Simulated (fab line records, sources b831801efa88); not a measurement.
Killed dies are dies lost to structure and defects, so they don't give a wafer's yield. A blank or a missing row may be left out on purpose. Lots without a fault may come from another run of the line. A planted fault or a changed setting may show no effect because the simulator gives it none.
Which tool did it? | flow sky130 | 11 lots, 33 wafers sampled, at 4 steps of a route of 708

WHAT THE GAUGES READ, wafer by wafer
SKY_SD_N_RS_MEAS_16: measures by four-point-probe. Usual: SD_N_RS 68.59 ohm/sq, standard deviation 0.11.
lot  | measured     | on            | SD_N_RS (ohm/sq)  | flag
L878 | day 28 12:11 | film_metro-01 | 68.77 68.67 68.56 |
L880 | day 28 21:34 | film_metro-01 | 68.56 68.80 68.82 |
L879 | day 28 22:49 | film_metro-04 | 68.56 68.52 68.67 |
L881 | day 29 11:21 | film_metro-04 | 68.51 68.57 68.57 |
L882 | day 30 00:35 | film_metro-04 | 68.42 68.58 68.60 |
L886 | day 31 14:31 | film_metro-01 | 68.62 68.67 68.76 |
L890 | day 32 19:22 | film_metro-03 | 71.92 71.74 71.67 | OFF
L892 | day 33 08:14 | film_metro-01 | 71.84 71.84 71.97 | OFF
L893 | day 33 09:33 | film_metro-01 | 68.59 68.65 68.49 |
L895 | day 34 09:40 | film_metro-01 | 68.78 68.64 68.40 |
L897 | day 34 17:40 | film_metro-04 | 68.63 68.57 68.73 |

SKY_SD_N_RS_MEAS_17: measures by four-point-probe. Usual: SD_P_RS 147.1 ohm/sq, standard deviation 0.36.
lot  | measured     | on            | SD_P_RS (ohm/sq)  | flag
L878 | day 28 12:19 | film_metro-01 | 146.8 147.3 147.0 |
L880 | day 28 21:41 | film_metro-01 | 147.3 147.2 147.4 |
L879 | day 28 22:56 | film_metro-04 | 146.8 146.8 146.9 |
L881 | day 29 11:28 | film_metro-04 | 147.0 146.8 146.8 |
L882 | day 30 00:43 | film_metro-04 | 147.2 147.3 147.6 |
L886 | day 31 14:38 | film_metro-01 | 147.5 147.6 147.4 |
L890 | day 32 19:29 | film_metro-03 | 166.3 165.6 166.0 | OFF
L892 | day 33 08:22 | film_metro-01 | 165.2 165.5 165.8 | OFF
L893 | day 33 09:40 | film_metro-01 | 147.3 147.5 147.3 |
L895 | day 34 09:47 | film_metro-01 | 146.6 146.5 146.7 |
L897 | day 34 17:47 | film_metro-04 | 147.4 147.6 147.7 |

SKY_LI_CONTACT_THK_MEAS_01. Usual: LI_CONTACT_HDPCVD_THK 929 nm, standard deviation 9.1.
lot  | measured     | on            | LI_CONTACT_HDPCVD_THK (nm) | flag
L878 | day 28 12:40 | film_metro-03 | 930 922 922                |
L880 | day 28 22:02 | film_metro-04 | 905 915 923                |
L879 | day 28 23:17 | film_metro-03 | 927 931 926                |
L881 | day 29 11:49 | film_metro-03 | 933 939 918                |
L882 | day 30 01:04 | film_metro-04 | 918 919 922                |
L886 | day 31 14:59 | film_metro-03 | 928 926 929                |
L890 | day 32 19:50 | film_metro-04 | 935 935 929                |
L892 | day 33 08:42 | film_metro-03 | 927 920 930                |
L893 | day 33 10:01 | film_metro-03 | 941 945 943                |
L895 | day 34 10:11 | film_metro-04 | 934 939 933                |
L897 | day 34 18:08 | film_metro-01 | 936 926 932                |

WHICH TOOL RAN EACH LOT (tool, then ch and the chambers of the sampled wafers, then the start)
lot  | SKY_SD_N_RTA_14
L878 | rtp_anneal-01 ch 0, day 28 11:58
L880 | rtp_anneal-02 ch 0, day 28 21:23
L879 | rtp_anneal-01 ch 0, day 28 22:31
L881 | rtp_anneal-02 ch 0, day 29 11:08
L882 | rtp_anneal-01 ch 0, day 30 00:25
L886 | rtp_anneal-02 ch 0, day 31 14:20
L890 | rtp_anneal-01 ch 0, day 32 19:11
L892 | rtp_anneal-01 ch 0, day 33 08:03
L893 | rtp_anneal-02 ch 0, day 33 09:22
L895 | rtp_anneal-02 ch 0, day 34 09:29
L897 | rtp_anneal-02 ch 0, day 34 17:28
- SKY_SD_N_RTA_14: time 2 s.

WHAT THE TOOLS THEMSELVES READ (means of the sampled wafers that have a number; where no wafer has one, the mark that the record gives instead)
SKY_SD_N_RTA_14. Usual: lamp_power_pct 15.73 %, standard deviation 0.052; wafer_temp_C_max 1077.9, standard deviation 1.3.
lot  | tool          | lamp_power_pct (%) | wafer_temp_C_max | flag
L878 | rtp_anneal-01 | 15.71              | 1076.8           |
L880 | rtp_anneal-02 | 15.78              | 1077.4           |
L879 | rtp_anneal-01 | 15.73              | 1078.8           |
L881 | rtp_anneal-02 | 15.72              | 1078.0           |
L882 | rtp_anneal-01 | 15.74              | 1077.4           |
L886 | rtp_anneal-02 | 15.78              | 1077.9           |
L890 | rtp_anneal-01 | 14.96              | 1077.2           | OFF
L892 | rtp_anneal-01 | 15.04              | 1077.7           | OFF
L893 | rtp_anneal-02 | 15.76              | 1077.3           |
L895 | rtp_anneal-02 | 15.74              | 1077.0           |
L897 | rtp_anneal-02 | 15.72              | 1077.4           |

THE ANSWER, worked out from the rows above alone
Rule: a lot is off if the mean of its wafers that have a number lies more than 3 standard deviations from the usual mean. A lot without any number at a reading at which 4 lots or more have one is off too. The other lots that the step has rows for count as sound. The gauges are gone through in route order, then the tools' own readings, and for those a lot's mean is taken as printed above. The first step at which some lot is off is used, and at that step the reading that is off furthest; a lot without a number counts as furthest.
Off: L890, L892, at SKY_SD_N_RS_MEAS_16 (SD_N_RS).
A tool fits if, at a process step before that reading, it ran every lot that is off, and no sound lot after the first of them. The gauges at SKY_SD_N_RS_MEAS_16 aren't tried: what is off there is off at SKY_SD_N_RTA_14 too, on other tools, and a gauge's error can't cause that. One fits: rtp_anneal-01 at SKY_SD_N_RTA_14. Its last sound lot is L882 (day 30 00:25), its first lot that is off L890 (day 32 19:11): a fault that began between those two fits.
The tool's own readings at SKY_SD_N_RTA_14 bear it out: on the lots that are off they differ by more than 5 times the standard deviation of the sound lots' means. lamp_power_pct reads 15.00 % there against 15.74 % on the sound lots.

WHAT THE SIMULATOR HAD PUT IN
Process parameter drift: rtp_anneal-01, from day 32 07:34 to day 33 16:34, at SKY_SD_N_RTA_14. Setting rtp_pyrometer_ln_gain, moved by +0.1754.
Lots struck among those shown: L890, L892. The rule above found the same.
